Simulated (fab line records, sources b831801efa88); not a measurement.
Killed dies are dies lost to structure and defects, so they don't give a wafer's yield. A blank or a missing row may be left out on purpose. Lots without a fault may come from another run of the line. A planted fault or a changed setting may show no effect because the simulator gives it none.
Chamber matching | flow sky130 | SKY_POLY_GATE_ETCH_15 on rie_diel-02: 4 sister chambers
The step etches BARC in N2/H2, stops on SiO2, time 118.5 s, target depth 110 nm. 4 wafers are shown with their chamber, then 8 later ones without.

WAFERS WITH THEIR CHAMBER
wafer  | chamber | throttle_valve_pct (%)
L331.5 | 3       | 13.216
L335.3 | 2       | 13.203
L336.5 | 1       | 13.216
L340.1 | 0       | 13.226

WAFERS WITHOUT THEIR CHAMBER
wafer  | throttle_valve_pct (%)
L340.2 | 13.217
L340.5 | 13.202
L343.1 | 13.213
L343.3 | 13.226
L343.4 | 13.212
L344.3 | 13.212
L344.4 | 13.222
L344.5 | 13.211

WHICH CHAMBER EACH WENT THROUGH
wafer  | from the rows above          | in truth
L340.2 | can't be placed: 1 or 3      | 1
L340.5 | 2                            | 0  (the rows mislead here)
L343.1 | can't be placed: 1 or 3      | 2
L343.3 | 0                            | 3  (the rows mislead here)
L343.4 | can't be placed: 1 or 3 or 2 | 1
L344.3 | can't be placed: 1 or 3 or 2 | 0
L344.4 | can't be placed: 0 or 1 or 3 | 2
L344.5 | can't be placed: 1 or 3 or 2 | 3
Placed correctly: 0 of 8. Can't be placed from these rows: 6 (the true chamber is among the candidates in 3). Placed wrongly: 2.
How it was worked out, from the rows above alone: a wafer's distance from a chamber is the root of the sum, over the readings, of the square of ((its reading less the chamber's mean) divided by the reading's scatter). The wafer belongs to the nearest chamber; if the next one is less than 2 further off, it can't be placed. A chamber's mean is the mean of its shown wafers. The scatter: with one shown wafer a chamber, the root of the mean of the squares of how far each hidden wafer lies from its nearest shown one.
